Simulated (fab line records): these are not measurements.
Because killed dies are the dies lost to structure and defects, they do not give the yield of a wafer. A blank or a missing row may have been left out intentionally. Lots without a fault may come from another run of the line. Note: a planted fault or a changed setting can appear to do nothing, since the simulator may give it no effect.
Matching of chambers / flow gf180mcu / cmp-01 running GF_STI_CMP_25: 4 sister chambers
The step polishes, stops on Si3N4, t overpolish 33 s, target thk 524.6 nm. 4 wafers are shown with their chamber, then 8 later ones without.

== WAFERS WITH THEIR CHAMBER ==
wafer=L634.2; chamber=3; motorCurrentA (A)=12.6
wafer=L638.5; chamber=1; motorCurrentA (A)=10.4
wafer=L641.2; chamber=2; motorCurrentA (A)=11.0
wafer=L653.1; chamber=0; motorCurrentA (A)=13.2

== WAFERS WITHOUT THEIR CHAMBER ==
wafer=L653.2; motorCurrentA (A)=12.2
wafer=L653.3; motorCurrentA (A)=10.8
wafer=L654.1; motorCurrentA (A)=10.5
wafer=L654.2; motorCurrentA (A)=11.0
wafer=L654.5; motorCurrentA (A)=12.4
wafer=L655.2; motorCurrentA (A)=12.5
wafer=L655.3; motorCurrentA (A)=10.8
wafer=L655.5; motorCurrentA (A)=10.8

== WHICH CHAMBER EACH WENT THROUGH ==
wafer=L653.2; from the rows above=3; in truth=3
wafer=L653.3; from the rows above=can't be placed: 2 or 1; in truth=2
wafer=L654.1; from the rows above=can't be placed: 1 or 2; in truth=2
wafer=L654.2; from the rows above=2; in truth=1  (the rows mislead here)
wafer=L654.5; from the rows above=3; in truth=3
wafer=L655.2; from the rows above=3; in truth=3
wafer=L655.3; from the rows above=can't be placed: 2 or 1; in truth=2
wafer=L655.5; from the rows above=can't be placed: 2 or 1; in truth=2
Correct placement for 3 of the 8. Can't be placed from these rows: 4 (the true chamber is among the candidates in 4). Number placed wrongly: 1.
How it was worked out, from the rows above alone: a wafer's distance from a chamber is the root of the sum, over the readings, of the square of ((its reading less the chamber's mean) divided by the reading's scatter). The wafer belongs to the nearest chamber; if the next one is less than 2 further off, it can't be placed. A chamber's mean is the mean of its shown wafers. The scatter: root of mean squared gap, hidden wafer to nearest shown wafer, with one shown wafer a chamber.
